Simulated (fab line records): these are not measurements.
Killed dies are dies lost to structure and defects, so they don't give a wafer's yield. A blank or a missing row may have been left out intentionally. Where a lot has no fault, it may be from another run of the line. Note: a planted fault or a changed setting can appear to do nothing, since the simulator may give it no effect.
A struck lot beside a sound one || flow sky130 || 17 out of 708 route steps
Sound: these wafers, L803.1, L803.4, L803.6. Struck: wafers L801.1, L801.5 (left out: L801.2, a lot-mate that was not struck); the cause follows at the end.
Order at every step that has rows: each side's tool, ch and its chambers, its first start. Under that, the readings that differ: sound wafers || struck wafers || difference of the means || sigmas: that difference in standard deviations of wafers without a fault.
alike: readings whose means differ by less than 2 such deviations, and words and numbers that are the same on both sides. not compared: withheld readings, readings that some wafer has no value for, bounds like >300 that may hide the same value, and numbers for which the record gives no deviation and whose values overlap.
The two part at a step that has a row with sigmas, a row that says differs or no value, or rows on one side only. Numbers that have no deviation but don't overlap get no sigmas and don't part them. Lack of a reading on every wafer of one side parts them only where that side has two or more wafers.

first, 3 steps without rows for these wafers: SKY_METAL4_CLEAN_21 (cleans in IPA, time 180 s); SKY_METAL4_CLEAN_22 (cleans in O3/DIW); SKY_VIA4_HDPCVD_00 (deposits SiO2, target thk 1750 nm, time 291.7 s).
SKY_VIA4_THK_MEAS_01:
  sound on film_metro-04 at day 45 09:47; struck on film_metro-03 at day 45 04:13
  alike: VIA4_HDPCVD_THK
SKY_VIA4_CMP_02: polishes SiO2.
  sound on cmp-02 ch 2,3, day 45 09:50; struck on cmp-02 ch 0, day 45 04:19
  alike: head_pressure_psi, motor_current_A
SKY_VIA4_BOW_MEAS_03:
  sound on film_metro-03 at day 45 10:08; struck on film_metro-04 at day 45 04:34
  alike: VIA4_BOW
then, 6 steps without rows for these wafers: SKY_VIA4_DEHYDRATE_04 (time 60 s); SKY_VIA4_HMDS_05 (prime time 60 s); SKY_VIA4_COAT_06 (resist thk 1140 nm); SKY_VIA4_SOFTBAKE_07 (time 60 s); SKY_VIA4_EXPOSE_08 (exposes mask VIM4, target cd 800 nm); SKY_VIA4_PEB_09.
SKY_VIA4_DEVELOP_10: develop time 60 s.
  sound on litho_track-02 ch 0, day 46 06:44; struck on litho_track-01 ch 0, day 46 01:46
SKY_VIA4_OVL_MEAS_11:
  sound on overlay-01 at day 46 06:53; struck on overlay-02 at day 46 01:55
  alike: VIA4_OVL
SKY_VIA4_ETCH_12: etches SiO2 in C4F8/O2/Ar, stops on TiN, target depth 580 nm.
  sound on rie_diel-04 ch 0,2,3, day 46 06:56; struck on rie_diel-01 ch 0,3, day 46 01:57
{"reading": "model.VIA4.cd_nm (nm)", "sound": "796.7 796.2 798.3", "struck": "788.9 788.4", "difference": -8.4, "sigmas": ""}
  alike: oes_product_au
SKY_VIA4_STRIP_13: strips in O2/N2.
  sound on plasma_asher-01 ch 0,1, day 46 07:00; struck on plasma_asher-02 ch 0, day 46 02:02
{"reading": "drypump_motor_current_A (A)", "sound": "5.7 5.6 5.7", "struck": "6.6 6.6", "difference": "+0.9", "sigmas": "+2"}
  alike: oes_product_au, strip_time_to_endpoint_s
  not compared: rf_hours_counter_h
after that, 1 step had no rows for these wafers: SKY_PAD_OPEN_PROBE_99.

WHERE THEY PART
At SKY_VIA4_STRIP_13 and nowhere else, as far as this record goes.

WHY: the cause the simulator had injected
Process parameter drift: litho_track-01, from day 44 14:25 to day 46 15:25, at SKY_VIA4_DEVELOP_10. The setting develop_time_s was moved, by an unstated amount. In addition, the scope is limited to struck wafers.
